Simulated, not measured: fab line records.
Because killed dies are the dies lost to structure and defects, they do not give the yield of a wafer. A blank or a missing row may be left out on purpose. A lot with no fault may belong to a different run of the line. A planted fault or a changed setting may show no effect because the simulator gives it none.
Matching of chambers | flow gf180mcu | cmp-02 running GF_V2_CMP_04: 4 sister chambers
The step polishes SiO2. 14 wafers are shown with their chamber, then 7 later ones without.

== WAFERS, EACH WITH ITS CHAMBER ==
wafer  | chamber | motor current A (A) | platen rpm (rpm) | time to endpoint s (s)
L315.1 | 1       | 10.6                | 60.01            | 73
L315.2 | 3       | 12.5                | 60.03            | 81
L315.6 | 2       | 12.6                | 60.03            | 81
L317.1 | 3       | 12.5                | 59.99            | 80
L317.3 | 2       | 12.1                | 59.99            | 78
L317.4 | 0       | 12.8                | 60.07            | 87
L321.2 | 2       | 11.9                | 59.98            | 74
L321.4 | 1       | 11.3                | 60.02            | 82
L321.5 | 1       | 11.4                | 60.00            | 81
L323.2 | 0       | 12.2                | 59.98            | 75
L323.3 | 3       | 12.6                | 59.93            | 70
L323.5 | 2       | 11.5                | 59.93            | 82
L329.1 | 3       | 12.7                | 60.00            | 72
L329.4 | 2       | 11.9                | 60.03            | 77

SIGNATURES (averages over the wafers above)
reading            | chamber 0 | chamber 1 | chamber 2 | chamber 3 | scatter within a chamber
motor current A    | 12.500    | 11.100    | 12.000    | 12.575    | 0.35
platen rpm         | 60.0250   | 60.0100   | 59.9920   | 59.9875   | 0.0405
time to endpoint s | 81.00     | 78.67     | 78.40     | 75.75     | 5.05
Rule: distance of a wafer from a chamber = root of the sum over the readings of ((wafer's reading minus chamber's mean) / reading's scatter) squared. The wafer belongs to the nearest chamber; if the next one is less than 2 further off, it can't be placed. The scatter is the square root of a quotient: the sum, over the shown wafers, of each reading's squared deviation from its chamber's mean, divided by wafers minus chambers.

== WAFERS MISSING THEIR CHAMBER ==
wafer  | motor current A (A) | platen rpm (rpm) | time to endpoint s (s)
L329.6 | 11.8                | 60.04            | 79
L333.3 | 12.0                | 59.98            | 62
L333.4 | 12.8                | 59.95            | 82
L333.6 | 12.5                | 59.99            | 68
L337.3 | 12.8                | 59.97            | 77
L337.4 | 11.2                | 59.99            | 79
L337.5 | 11.2                | 60.01            | 86

== WHICH CHAMBER EACH ONE RAN IN ==
wafer  | from the rows above               | in truth
L329.6 | can't be placed: 2 or 0 or 1 or 3 | 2
L333.3 | can't be placed: 3 or 2 or 0 or 1 | 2
L333.4 | can't be placed: 3 or 0 or 2      | 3
L333.6 | can't be placed: 3 or 2 or 0      | 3
L337.3 | can't be placed: 3 or 0 or 2      | 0
L337.4 | can't be placed: 1 or 2           | 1
L337.5 | can't be placed: 1 or 2           | 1
Correct placement for 0 of the 7. From these rows, 7 cannot be placed; in 7 the true chamber is one of the candidates. Number placed wrongly: 0.
